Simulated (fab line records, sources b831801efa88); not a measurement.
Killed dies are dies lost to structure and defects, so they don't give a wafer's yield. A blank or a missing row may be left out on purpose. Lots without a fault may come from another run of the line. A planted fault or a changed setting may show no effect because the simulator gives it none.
fab line records | flow sky130
record lots=12 wafers=36 last_day=50
route steps=708 shown LDD_P@257 SD_N@356 METAL1@437 VIA1@471
lots that met no fault: from a run of the same line without faults
start_h: hours from the record's first day to the start of the lot's first wafer shown | wait_h: hours since the lot's step before | " the same as in the row above | L1.1+2: a row that stands for several wafers | - no value, or no start given | * or withheld: withheld | < > ~ a bound
route shown NAME@n: a module of which the file shows steps, and the number in the route of the first | usual: mean/standard deviation of fault-free wafers | same: alike in all rows | chamber/n: place in a boat | sites: the reading at each site | _std_site: their standard deviation | _edge_site: outer sites' mean less inner sites' | radius_mm: how far each site lies from the wafer's centre | mask NAME#n: copy n | behind: the tool/chamber that last shaped the wafer | hold: why the lot was held/for how many hours/how that ended | device: the transistor (n, p or np) that didn't switch | end of line: the same wafers' tests at the end of the route | a step without rows: its recipe alone | killed: dies lost to structure and defects at the first sort, not the wafer's yield | map: a wafer's dies, x killed, . not, _ none there
set.NAME: the setting as run; set.NAME@STEP: as run at that earlier step | model.NAME: the simulator's own value behind a step, which no gauge read
steps of the route over a sample of lots; a table a step, a row a wafer
services: from which hour (start_h, from the record's first day; less than 0 if before it) a tool's chamber was out of use, for how many hours, and why
## steps
# step SKY_LDD_P_COAT_02
# recipe resist=NOVOLAK spin_rpm=3000 resist_thk_nm=1140
# columns lot.wafer tool chamber start_h wait_h
L522.3+5+6 litho_track-02 0 416.11 0.1
L524.2+3+5 litho_track-03 0 434.37 0.1
L525.1+4+5 litho_track-03 0 441.00 0.1
L527.1+2+6 litho_track-02 0 478.86 0.1
L528.2+3+6 litho_track-03 0 481.17 0.1
L531.1+2+5 litho_track-01 0 521.63 0.1
L533.1+2+3 litho_track-03 0 540.35 0.1
L539.1+3+4 litho_track-03 0 582.65 0.1
L541.1+2+4 litho_track-02 0 584.21 0.1
L542.2+3+4 litho_track-02 0 613.78 0.1
L544.3+4+5 litho_track-01 0 615.63 0.1
L545.2+3+4 litho_track-01 0 623.31 0.1
# step SKY_LDD_P_STRIP_10
# recipe chemistry=O2/N2 power_w=1400 pressure_mtorr=1500 platen_temp_c=withheld o2_flow_sccm=3000 n2_flow_sccm=300 overash_fraction=0.5
# usual drypump_motor_current_A=5.76/0.24 o2_flow_sccm=2999/8.6 oes_product_au=0.716/0.0044 strip_time_to_endpoint_s=14.18/0.042
# columns lot.wafer tool chamber start_h wait_h drypump_motor_current_A o2_flow_sccm oes_product_au rf_hours_counter_h strip_time_to_endpoint_s
L522.3 plasma_asher-02 1 430.42 0.1 5.48 3001 0.718 - 14.24
L522.5 " 0 " " 5.61 2991 0.719 - 14.19
L522.6 " 1 " " 5.49 3009 0.713 - 14.16
L524.2 plasma_asher-01 0 449.79 0.1 5.62 3005 0.704 1 14.22
L524.3 " 0 " " 5.61 3001 0.714 - 14.18
L524.5 " 1 " " 5.85 3005 0.717 - 14.11
L525.1 plasma_asher-02 0 457.49 0.1 5.64 3002 0.719 32 14.12
L525.4 " 1 " " 5.49 3005 0.722 - 14.16
L525.5 " 0 " " 5.62 2998 0.707 - 14.16
L527.1 plasma_asher-01 0 494.94 0.1 5.63 2988 0.716 6 14.24
L527.2 " 1 " " 5.86 3009 0.709 6 14.24
L527.6 " 1 " " 5.82 2999 0.706 - 14.20
L528.2 plasma_asher-04 1 496.84 0.1 5.79 2998 0.716 69 14.28
L528.3 " 0 " " 6.21 3008 0.723 - 14.24
L528.6 " 0 " " 6.20 3007 0.714 - 14.23
L531.1 plasma_asher-01 1 537.20 0.1 5.84 3002 0.710 10 13.68
L531.2 " 0 " " 5.58 2986 0.717 10 13.65
L531.5 " 0 " " 5.59 2991 0.719 - 13.62
L533.1 plasma_asher-02 1 556.14 0.1 5.49 3011 0.710 42 14.22
L533.2 " 0 " " 5.62 2988 0.709 42 14.25
L533.3 " 1 " " 5.50 3007 0.719 - 14.28
L539.1 plasma_asher-01 0 597.30 0.1 5.58 3016 0.722 16 14.12
L539.3 " 0 " " 5.61 3002 0.710 - 14.09
L539.4 " 1 " " 5.81 3000 0.711 - 14.11
L541.1 plasma_asher-04 1 599.15 0.1 5.79 2994 0.710 79 14.21
L541.2 " 0 " " 6.23 2982 0.719 79 14.14
L541.4 " 0 " " 6.23 3005 0.717 - 14.15
L542.2 plasma_asher-04 1 627.72 0.1 5.79 2992 0.713 82 14.16
L542.3 " 1 " " 5.81 3005 0.714 - 14.19
L542.4 " 0 " " 6.23 3003 0.720 - 14.15
L544.3 plasma_asher-01 0 629.49 0.1 5.58 3010 0.713 - 14.22
L544.4 " 1 " " 5.80 3006 0.722 - 14.21
L544.5 " 1 " " 5.83 2999 0.717 - 14.18
L545.2 plasma_asher-04 0 638.19 0.1 6.22 2983 0.716 83 14.21
L545.3 " 1 " " 5.79 2989 0.714 - 14.21
L545.4 " 0 " " 6.22 2976 0.719 - 14.22
# step SKY_SD_N_RTA_14
# recipe temp_c=1075 time_s=2 idle_temp_c=650 ramp_up_c_per_s=150 ramp_down_c_per_s=90 ambient=N2
# usual chamber_o2_ppm=1.997/0.02 lamp_power_pct=15.74/0.053 wafer_temp_C_max=1077.9/1.3
# columns lot.wafer tool chamber start_h wait_h chamber_o2_ppm lamp_power_pct wafer_temp_C_max
L522.3 rtp_anneal-02 0 642.35 0.0 1.982 15.70 1079.4
L522.5 " 0 " " 1.996 15.73 1077.0
L522.6 " 0 " " 2.021 15.77 1079.5
L524.2 rtp_anneal-02 0 661.83 0.0 1.965 15.74 1081.6
L524.3 " 0 " " 2.021 15.77 1076.8
L524.5 " 0 " " 1.998 15.72 1077.0
L525.1 rtp_anneal-01 0 671.51 0.0 1.985 15.78 1076.2
L525.4 " 0 " " 1.968 15.75 1076.9
L525.5 " 0 " " 2.014 15.82 1079.0
L527.1 rtp_anneal-01 0 704.78 0.0 1.988 15.75 1078.6
L527.2 " 0 " " 1.990 15.80 1075.9
L527.6 " 0 " " 2.009 15.75 1079.3
L528.2 rtp_anneal-02 0 707.13 0.0 2.004 15.73 1076.6
L528.3 " 0 " " 1.980 15.75 1079.2
L528.6 " 0 " " 2.012 15.73 1078.9
L531.1 rtp_anneal-01 0 739.14 0.0 1.995 15.71 1076.4
L531.2 " 0 " " 1.998 15.76 1078.1
L531.5 " 0 " " 1.989 15.74 1077.8
L533.1 rtp_anneal-02 0 762.31 0.0 1.987 15.72 1079.0
L533.2 " 0 " " 2.002 15.81 1076.7
L533.3 " 0 " " 1.974 15.82 1078.6
L539.1 rtp_anneal-02 0 795.33 0.0 1.983 15.77 1075.6
L539.3 " 0 " " 1.970 15.74 1078.7
L539.4 " 0 " " 1.987 15.74 1078.2
L541.1 rtp_anneal-01 0 798.70 0.0 2.015 15.70 1078.0
L541.2 " 0 " " 1.975 15.71 1079.3
L541.4 " 0 " " 2.010 15.85 1077.2
L542.2 rtp_anneal-02 0 823.00 0.0 1.998 15.75 1077.3
L542.3 " 0 " " 1.996 15.63 1078.1
L542.4 " 0 " " 2.010 15.75 1078.8
L544.3 rtp_anneal-01 0 825.52 0.0 1.977 15.76 1078.1
L544.4 " 0 " " 1.974 15.76 1075.6
L544.5 " 0 " " 1.958 15.75 1077.8
L545.2 rtp_anneal-01 0 830.28 0.0 2.012 15.68 1078.5
L545.3 " 0 " " 1.972 15.65 1078.8
L545.4 " 0 " " 2.009 15.89 1079.6
# step SKY_METAL1_SPUTTER_03
# recipe material=Ti target_thk_nm=5 power_w=3000 time_s=3.3 chamber_pressure_pa=0.4
# usual throttle_valve_pct=29.8/0.79
# columns lot.wafer tool chamber start_h wait_h throttle_valve_pct
L522.3 pvd_sputter-03 - 733.80 0.0 29.8
L522.5 " - " " 30.0
L522.6 " - " " 29.2
L524.2 pvd_sputter-03 - 750.12 0.0 29.2
L524.3 " - " " 29.3
L524.5 " - " " 29.7
L525.1 pvd_sputter-04 - 761.71 0.0 30.2
L525.4 " - " " 29.1
L525.5 " - " " 29.1
L527.1 pvd_sputter-02 - 791.67 0.0 31.4
L527.2 " - " " 30.6
L527.6 " - " " 28.5
L528.2 pvd_sputter-03 - 793.92 0.0 29.9
L528.3 " - " " 29.1
L528.6 " - " " 30.1
L531.1 pvd_sputter-04 - 824.98 0.0 29.0
L531.2 " - " " 30.2
L531.5 " - " " 30.1
L533.1 pvd_sputter-03 - 846.46 0.0 29.1
L533.2 " - " " 29.6
L533.3 " - " " 29.2
L539.1 pvd_sputter-04 - 878.83 0.0 29.0
L539.3 " - " " 30.2
L539.4 " - " " 28.7
L541.1 pvd_sputter-04 - 881.74 0.0 30.7
L541.2 " - " " 30.4
L541.4 " - " " 29.1
L542.2 pvd_sputter-03 - 905.49 0.0 29.7
L542.3 " - " " 29.8
L542.4 " - " " 28.9
L544.3 pvd_sputter-03 - 908.82 0.0 29.2
L544.4 " - " " 29.2
L544.5 " - " " 29.8
L545.2 pvd_sputter-02 - 911.75 0.0 30.2
L545.3 " - " " 28.8
L545.4 " - " " 30.8
# step SKY_VIA1_OVL_MEAS_13
# usual VIA1_OVL=0/6.6
# columns lot.wafer tool chamber start_h wait_h VIA1_OVL[nm]
L522.3 overlay-01 - 789.67 0.1 1
L522.5 " - " " 1
L522.6 " - " " 11
L524.2 overlay-02 - 804.39 0.1 0
L524.3 " - " " -10
L524.5 " - " " -10
L525.1 overlay-01 - 816.07 0.1 -7
L525.4 " - " " 1
L525.5 " - " " -3
L527.1 overlay-01 - 845.20 0.1 -6
L527.2 " - " " -1
L527.6 " - " " 0
L528.2 overlay-01 - 848.58 0.1 0
L528.3 " - " " -3
L528.6 " - " " 1
L531.1 overlay-02 - 879.08 0.1 -6
L531.2 " - " " -5
L531.5 " - " " -3
L533.1 overlay-01 - 899.18 0.1 12
L533.2 " - " " 7
L533.3 " - " " 14
L539.1 overlay-01 - 930.77 0.1 -13
L539.3 " - " " -10
L539.4 " - " " -3
L541.1 overlay-01 - 933.90 0.1 -7
L541.2 " - " " 5
L541.4 " - " " 2
L542.2 overlay-01 - 956.44 0.1 -1
L542.3 " - " " 4
L542.4 " - " " 1
L544.3 overlay-02 - 959.43 0.1 -7
L544.4 " - " " -1
L544.5 " - " " -7
L545.2 overlay-01 - 962.99 0.1 -1
L545.3 " - " " 6
L545.4 " - " " 3
## services
# columns tool chamber start_h hours kind
plasma_asher-01 - 421.35 9.0 pm
pvd_sputter-04 - 429.50 1.0 repair
plasma_asher-04 - 440.78 1.6 repair
pvd_sputter-03 2 446.40 - consumable_replace:kit
pvd_sputter-03 2 446.40 18.0 scheduled_down
pvd_sputter-03 2 446.40 18.0 vent_cycle
plasma_asher-01 - 446.51 1.3 repair
pvd_sputter-03 - 519.15 7.4 repair
plasma_asher-04 - 557.40 2.8 pm
plasma_asher-01 - 594.49 1.9 repair
rtp_anneal-02 - 622.84 3.8 pm
plasma_asher-02 - 631.54 77.4 repair
pvd_sputter-03 - 646.67 2.2 repair
pvd_sputter-03 - 665.07 3.1 repair
pvd_sputter-03 - 667.37 4.6 repair
pvd_sputter-04 - 688.44 4.2 repair
plasma_asher-04 - 705.34 0.9 repair
plasma_asher-04 - 712.39 1.1 repair
pvd_sputter-02 - 726.05 57.2 repair
plasma_asher-02 - 739.98 1.3 repair
pvd_sputter-04 - 765.51 4.3 repair
rtp_anneal-02 - 867.16 109.8 pm
plasma_asher-01 - 901.30 12.1 repair
plasma_asher-04 - 903.41 7.3 repair
## key
first_sign step=SKY_LDD_P_STRIP_10 reading=strip_time_to_endpoint_s direction=down sigmas=12 usual=* struck=*
effect none on later readings
met_at SKY_LDD_P_COAT_02
struck_lots L531
tester_left_out L531
not_acting_at SKY_SD_N_RTA_14,SKY_METAL1_SPUTTER_03,SKY_VIA1_OVL_MEAS_13
fault kind=process_parameter_drift tool=litho_track-01 chamber=- onset_h=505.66 steps=SKY_LDD_P_COAT_02 channel=resist_thk_nm offset=-44.742 shape=step end_h=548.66 acts_in=these_recipes_only stated=1140
# tester_left_out: of these lots the tester's yield and bins aren't shown, on N5 and GAA mostly nor the transistor test; their killed dies are dies lost to structure and defects alone, not to doping, threshold or leakage, so they don't give the yield
